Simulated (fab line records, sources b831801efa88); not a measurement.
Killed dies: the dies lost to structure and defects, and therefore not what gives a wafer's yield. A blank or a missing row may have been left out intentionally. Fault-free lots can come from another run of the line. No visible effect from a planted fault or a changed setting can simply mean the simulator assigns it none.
The tool behind it: which one? / flow sfqLine / 39 wafers from 13 lots sampled at 2 of the route's 325 steps

WHAT THE GAUGES SHOWED, per wafer
No reading from a measuring or inspecting step in the record can be judged against a usual standard deviation.

WHICH TOOL RAN EACH LOT (tool, then ch and the chambers of the sampled wafers, then the start)
lot=L298; SFQ_TRILAYER_I3_DEP_PECVD_081=pecvd-04 ch 1,2, day 37 04:36; SFQ_TRILAYER_I3_CMP_CMP_082=cmp-02 ch 0,2,3, day 38 00:39
lot=L299; SFQ_TRILAYER_I3_DEP_PECVD_081=pecvd-01 ch 0,1,2, day 37 06:43; SFQ_TRILAYER_I3_CMP_CMP_082=cmp-02 ch 0,2,3, day 38 03:09
lot=L301; SFQ_TRILAYER_I3_DEP_PECVD_081=pecvd-01 ch 0,1,2, day 37 19:55; SFQ_TRILAYER_I3_CMP_CMP_082=cmp-02 ch 1,2, day 38 15:39
lot=L302; SFQ_TRILAYER_I3_DEP_PECVD_081=pecvd-01 ch 1,2, day 37 23:55; SFQ_TRILAYER_I3_CMP_CMP_082=cmp-01 ch 0,1,2, day 38 22:05
lot=L304; SFQ_TRILAYER_I3_DEP_PECVD_081=pecvd-04 ch 1,2, day 39 03:55; SFQ_TRILAYER_I3_CMP_CMP_082=cmp-01 ch 0,1,3, day 39 19:35
lot=L305; SFQ_TRILAYER_I3_DEP_PECVD_081=pecvd-03 ch 0,1,2, day 39 12:43; SFQ_TRILAYER_I3_CMP_CMP_082=cmp-02 ch 0,1, day 40 03:09
lot=L308; SFQ_TRILAYER_I3_DEP_PECVD_081=pecvd-01 ch 0,1, day 42 01:02; SFQ_TRILAYER_I3_CMP_CMP_082=cmp-01 ch 0,1,3, day 42 02:07
lot=L309; SFQ_TRILAYER_I3_DEP_PECVD_081=pecvd-04 ch 0,1,2, day 42 02:16; SFQ_TRILAYER_I3_CMP_CMP_082=cmp-02 ch 0,1,3, day 42 04:09
lot=L313; SFQ_TRILAYER_I3_DEP_PECVD_081=pecvd-01 ch 0,1, day 43 03:40; SFQ_TRILAYER_I3_CMP_CMP_082=cmp-01 ch 1,3, day 43 03:45
lot=L314; SFQ_TRILAYER_I3_DEP_PECVD_081=pecvd-04 ch 0,1,2, day 43 04:52; SFQ_TRILAYER_I3_CMP_CMP_082=cmp-02 ch 1,2,3, day 43 06:08
lot=L315; SFQ_TRILAYER_I3_DEP_PECVD_081=pecvd-01 ch 0,1,2, day 43 08:28; SFQ_TRILAYER_I3_CMP_CMP_082=cmp-02 ch 0,1,2, day 43 08:38
lot=L317; SFQ_TRILAYER_I3_DEP_PECVD_081=pecvd-03 ch 0,1,2, day 43 13:17; SFQ_TRILAYER_I3_CMP_CMP_082=cmp-01 ch 0,1,3, day 43 16:10
lot=L319; SFQ_TRILAYER_I3_DEP_PECVD_081=pecvd-01 ch 0,1, day 44 00:20; SFQ_TRILAYER_I3_CMP_CMP_082=cmp-01 ch 0,1,3, day 44 01:10
- SFQ_TRILAYER_I3_DEP_PECVD_081: deposits SiO2 from SiH4/N2O, time 108.9 s, target thk 500 nm.
- SFQ_TRILAYER_I3_CMP_CMP_082: polishes SiO2.

WHAT THE TOOLS THEMSELVES READ (means of the sampled wafers that have a number; where no wafer has one, the mark that the record gives instead)
SFQ_TRILAYER_I3_DEP_PECVD_081. Usual: heaterPowerW 82 W, standard deviation 18; rfFwdPowerW 182.3 W, standard deviation 0.66; showerheadVppV 816 V, standard deviation 48; throttleValvePct 24.7 %, standard deviation 1.
lot=L298; tool=pecvd-04; heaterPowerW (W)=95; rfFwdPowerW (W)=183.0; showerheadVppV (V)=855; throttleValvePct (%)=23.5; flag=
lot=L299; tool=pecvd-01; heaterPowerW (W)=62; rfFwdPowerW (W)=181.2; showerheadVppV (V)=797; throttleValvePct (%)=24.5; flag=
lot=L301; tool=pecvd-01; heaterPowerW (W)=65; rfFwdPowerW (W)=182.3; showerheadVppV (V)=793; throttleValvePct (%)=24.7; flag=
lot=L302; tool=pecvd-01; heaterPowerW (W)=54; rfFwdPowerW (W)=182.3; showerheadVppV (V)=794; throttleValvePct (%)=24.6; flag=
lot=L304; tool=pecvd-04; heaterPowerW (W)=83; rfFwdPowerW (W)=181.8; showerheadVppV (V)=889; throttleValvePct (%)=24.1; flag=
lot=L305; tool=pecvd-03; heaterPowerW (W)=97; rfFwdPowerW (W)=182.5; showerheadVppV (V)=808; throttleValvePct (%)=25.9; flag=
lot=L308; tool=pecvd-01; heaterPowerW (W)=62; rfFwdPowerW (W)=182.2; showerheadVppV (V)=801; throttleValvePct (%)=25.2; flag=
lot=L309; tool=pecvd-04; heaterPowerW (W)=89; rfFwdPowerW (W)=182.1; showerheadVppV (V)=844; throttleValvePct (%)=24.0; flag=
lot=L313; tool=pecvd-01; heaterPowerW (W)=75; rfFwdPowerW (W)=182.2; showerheadVppV (V)=804; throttleValvePct (%)=25.1; flag=
lot=L314; tool=pecvd-04; heaterPowerW (W)=81; rfFwdPowerW (W)=207.1; showerheadVppV (V)=898; throttleValvePct (%)=24.2; flag=OFF
lot=L315; tool=pecvd-01; heaterPowerW (W)=67; rfFwdPowerW (W)=182.3; showerheadVppV (V)=795; throttleValvePct (%)=24.8; flag=
lot=L317; tool=pecvd-03; heaterPowerW (W)=97; rfFwdPowerW (W)=182.1; showerheadVppV (V)=802; throttleValvePct (%)=25.9; flag=
lot=L319; tool=pecvd-01; heaterPowerW (W)=75; rfFwdPowerW (W)=181.7; showerheadVppV (V)=807; throttleValvePct (%)=25.1; flag=

SFQ_TRILAYER_I3_CMP_CMP_082. Usual: motorCurrentA 10.4 A, standard deviation 1.2; slurryFlowMlMin 150.0, standard deviation 0.46; timeToEndpointS 206 s, standard deviation 8.3.
lot=L298; tool=cmp-02; motorCurrentA (A)=9.6; slurryFlowMlMin=149.8; timeToEndpointS (s)=203; flag=
lot=L299; tool=cmp-02; motorCurrentA (A)=9.9; slurryFlowMlMin=150.2; timeToEndpointS (s)=199; flag=
lot=L301; tool=cmp-02; motorCurrentA (A)=9.2; slurryFlowMlMin=149.8; timeToEndpointS (s)=206; flag=
lot=L302; tool=cmp-01; motorCurrentA (A)=10.6; slurryFlowMlMin=150.2; timeToEndpointS (s)=213; flag=
lot=L304; tool=cmp-01; motorCurrentA (A)=10.7; slurryFlowMlMin=149.6; timeToEndpointS (s)=222; flag=
lot=L305; tool=cmp-02; motorCurrentA (A)=9.8; slurryFlowMlMin=149.9; timeToEndpointS (s)=204; flag=
lot=L308; tool=cmp-01; motorCurrentA (A)=10.9; slurryFlowMlMin=150.0; timeToEndpointS (s)=211; flag=
lot=L309; tool=cmp-02; motorCurrentA (A)=10.3; slurryFlowMlMin=149.9; timeToEndpointS (s)=201; flag=
lot=L313; tool=cmp-01; motorCurrentA (A)=10.3; slurryFlowMlMin=149.6; timeToEndpointS (s)=212; flag=
lot=L314; tool=cmp-02; motorCurrentA (A)=9.8; slurryFlowMlMin=150.5; timeToEndpointS (s)=212; flag=
lot=L315; tool=cmp-02; motorCurrentA (A)=9.1; slurryFlowMlMin=150.1; timeToEndpointS (s)=197; flag=
lot=L317; tool=cmp-01; motorCurrentA (A)=11.2; slurryFlowMlMin=149.6; timeToEndpointS (s)=205; flag=
lot=L319; tool=cmp-01; motorCurrentA (A)=11.1; slurryFlowMlMin=149.9; timeToEndpointS (s)=209; flag=

THE ANSWER, worked out from the rows above alone
Rule: a lot counts as off when the mean over its wafers that have a number is more than 3 standard deviations away from the usual mean. A lot without any number at a reading at which 4 lots or more have one is off too. All remaining lots with rows at the step are treated as sound. Order of review: gauges by route order, followed by the tools' own readings, for which a lot's mean as printed above is used. At the first step where some lot is off, the reading lying furthest off is the one used; lots without a number count as furthest.
Off at SFQ_TRILAYER_I3_DEP_PECVD_081 (rfFwdPowerW): L314.
A tool fits if, at that step or a process step before it, it ran every lot that is off, and no sound lot after the first of them. One candidate fits, namely pecvd-04 at SFQ_TRILAYER_I3_DEP_PECVD_081. A fault onset in the window from L309 (day 42 02:16, its last sound lot) to L314 (day 43 04:52, its first lot off) fits.
On the lots that are off, the tool's own readings at SFQ_TRILAYER_I3_DEP_PECVD_081 differ by more than 5 times the standard deviation of the sound lots' means, which bears it out; rfFwdPowerW reads 207.1 W there versus 182.1 W on the sound lots.

WHAT HAD BEEN PUT IN BY THE SIMULATOR
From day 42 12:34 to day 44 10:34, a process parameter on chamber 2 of pecvd-04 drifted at SFQ_TRILAYER_I3_DEP_PECVD_081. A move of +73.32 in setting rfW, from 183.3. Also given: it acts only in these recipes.
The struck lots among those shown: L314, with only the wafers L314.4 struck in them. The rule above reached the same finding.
